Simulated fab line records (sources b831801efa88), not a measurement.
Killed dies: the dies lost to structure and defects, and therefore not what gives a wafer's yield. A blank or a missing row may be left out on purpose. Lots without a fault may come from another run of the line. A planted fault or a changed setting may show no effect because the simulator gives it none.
A struck lot beside a sound one ; flow gf180mcu ; 21 steps out of a route of 602
Sound: wafers L221.1, L221.2, L221.6. Wafers L232.3, L232.4, L232.6 were the ones struck. The cause comes at the end.
Order at every step that has rows: each side's tool, ch and its chambers, its first start. Under that, the readings that differ: sound wafers ; struck wafers ; difference of the means ; sigmas: that difference in standard deviations of wafers without a fault.
alike: a reading whose means differ by less than 2 such deviations, as well as words and numbers matching on both sides. not compared: withheld readings; readings where some wafer has no value; bounds like >300 that might hide an equal value; numbers whose values overlap and for which the record gives no deviation.
The two part at a step that has a row with sigmas, a row that says differs or no value, or rows on one side only. Numbers that don't overlap but have no deviation are shown without sigmas and don't part them. A reading missing from all wafers of one side parts the sides only when that side holds two or more wafers.

first, 2 steps without rows for these wafers: GF_M3_CLEAN_19 (cleans in DIW); GF_V3_CVD_00 (deposits SiO2, target thk 600 nm, time 100 s).
GF_V3_THK_MEAS_01:
  sound on film metro-01, day 21 08:58; struck on film metro-02, day 25 14:53
  alike: V3_CVD_00_THK
GF_V3_CVD_02: deposits SiO2 from TEOS, target thk 850 nm, time 94.851 s.
  sound on pecvd-02 ch 0,1, day 21 09:01; struck on pecvd-03 ch 0,1, day 25 14:56
  alike: heater power w
GF_V3_THK_MEAS_03:
  sound on film metro-04, day 21 09:05; struck on film metro-02, day 25 15:01
  alike: V3_CVD_02_THK
GF_V3_CMP_04: polishes SiO2.
  sound on cmp-01 ch 0,1,2, day 21 09:12; struck on cmp-01 ch 0,2,3, day 25 15:07
  alike: motor current A, slurry filter dp kPa, time to endpoint s
GF_V3_BOW_MEAS_05:
  sound on film metro-04, day 21 09:27; struck on film metro-02, day 25 15:24
  alike: V3_BOW
then, 5 steps without rows for these wafers: GF_V3_DEHYDRATE_06 (time 60 s); GF_V3_HMDS_07 (prime time 60 s); GF_V3_COAT_08; GF_V3_COAT_09 (resist thk 1000 nm); GF_V3_SOFTBAKE_10 (time 60 s).
GF_V3_EXPOSE_11: exposes mask Via3, target cd 260 nm.
  sound on krf scanner-01 ch 0, day 21 21:44; struck on krf scanner-01 ch 0, day 26 02:14
reading;sound;struck;difference;sigmas
exposure dose mJ cm2;37.95 37.97 37.99;37.32 37.39 37.35;-0.62;-15
  alike: mask, reticle temp C
then, 2 steps without rows for these wafers: GF_V3_PEB_12 (peb time 90 s); GF_V3_DEVELOP_13 (develop time 60 s).
GF_V3_CD_MEAS_14: the cd target is 260 nm.
  sound on cd sem-02, day 22 09:05; struck on cd sem-02, day 26 12:36
  alike: cd nm
GF_V3_OVL_MEAS_15:
  sound on overlay-01, day 22 09:12; struck on overlay-01, day 26 12:41
  alike: V3_OVL
GF_V3_ETCH_16: etches BARC in N2/H2.
  sound on rie diel-02 ch 1,3, day 22 09:14; struck on rie diel-02 ch 0,2,3, day 26 12:43
  alike: drypump motor current A, n2 flow sccm, oes product au, throttle valve pct
  not compared: model.V3.cd nm
GF_V3_ETCH_17: etches SiO2 in C4F8/O2/Ar, stops on TiN, target depth 635 nm.
  sound: rie diel-02 ch 1,3; struck: rie diel-02 ch 0,2,3
  alike: oes product au
  not compared: model.V3.cd nm
GF_V3_STRIP_18: strips in O2/N2.
  sound on plasma asher-01 ch 0,1, day 22 09:22; struck on plasma asher-03 ch 0,1, day 26 12:53
  alike: drypump motor current A, heater power w, n2 flow sccm, oes product au
  not compared: rf hours counter h
-- the record jumps here: 6 days lie between the struck wafers' starts before and after (it left off in module V3 and takes up again in module PASSIVATION, whose first step shown is number 602 of the route) --
GF_PASSIVATION_PROBE_99:
  only the struck wafers here have rows in the record (prober-01, day 32 13:39); the sound ones have none

## WHERE THEY PART
Last at GF_PASSIVATION_PROBE_99 as far as this record goes, first at GF_V3_EXPOSE_11.

WHY: the cause the simulator had injected
Process parameter drift: krf scanner-01, from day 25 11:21 on, at GF_V3_EXPOSE_11. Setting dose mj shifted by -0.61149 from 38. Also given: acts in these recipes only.
